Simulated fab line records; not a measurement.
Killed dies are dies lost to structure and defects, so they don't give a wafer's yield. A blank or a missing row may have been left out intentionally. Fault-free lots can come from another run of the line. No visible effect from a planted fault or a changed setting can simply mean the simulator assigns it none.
Chamber matching | flow sky130 | SKY_METAL3_ETCH_17 on rie-diel-01 has 4 sister chambers
The step etches SiO2 in C4F8/O2/Ar, stops on TiN, time 3.9 s, target depth 15 nm. 8 wafers are shown with their chamber, then 11 later ones without.

== WAFERS PAIRED WITH THEIR CHAMBERS ==
wafer  | chamber | rf-fwd-power-W (W) | oes-product-au (a.u.)
L079.4 | 1       | 1465               | 0.756
L085.1 | 2       | 1465               | 0.749
L087.2 | 3       | 1483               | 0.753
L087.4 | 2       | 1457               | 0.754
L088.1 | 0       | 1474               | 0.751
L088.4 | 1       | 1464               | 0.757
L088.5 | 3       | 1482               | 0.761
L090.1 | 0       | 1473               | 0.744

== WAFERS WHOSE CHAMBER IS MISSING ==
wafer  | rf-fwd-power-W (W) | oes-product-au (a.u.)
L090.2 | 1461               | 0.743
L090.3 | 1479               | 0.740
L092.3 | 1475               | 0.750
L092.4 | 1466               | 0.756
L092.5 | 1473               | 0.762
L095.1 | 1475               | 0.749
L095.2 | 1466               | 0.751
L095.4 | 1472               | 0.752
L096.4 | 1467               | 0.758
L096.5 | 1459               | 0.758
L096.6 | 1470               | 0.766

== WHICH CHAMBER EACH WENT THROUGH ==
wafer  | from the rows above               | in truth
L090.2 | can't be placed: 2 or 1           | 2
L090.3 | can't be placed: 0 or 3           | 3
L092.3 | 0                                 | 0
L092.4 | can't be placed: 1 or 2           | 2
L092.5 | can't be placed: 1 or 0 or 3 or 2 | 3
L095.1 | 0                                 | 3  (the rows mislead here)
L095.2 | can't be placed: 1 or 2 or 0      | 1
L095.4 | can't be placed: 0 or 1           | 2
L096.4 | can't be placed: 1 or 2           | 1
L096.5 | can't be placed: 2 or 1           | 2
L096.6 | can't be placed: 1 or 0 or 2 or 3 | 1
Correct placement for 1 of the 11. Cannot be placed on the basis of these rows: 9; the candidates contain the true chamber in 8. Number placed wrongly: 1.
How it was worked out, from the rows above alone: a wafer's distance from a chamber is the root of the sum, over the readings, of the square of ((its reading less the chamber's mean) divided by the reading's scatter). If the next closest chamber is less than 2 further off than the closest, the wafer can't be placed; otherwise it belongs to the closest. The mean given for a chamber averages the wafers shown for that chamber. The scatter: take each reading less its chamber's mean, square it, sum over the shown wafers, divide by the number of wafers less the number of chambers, and take the root.
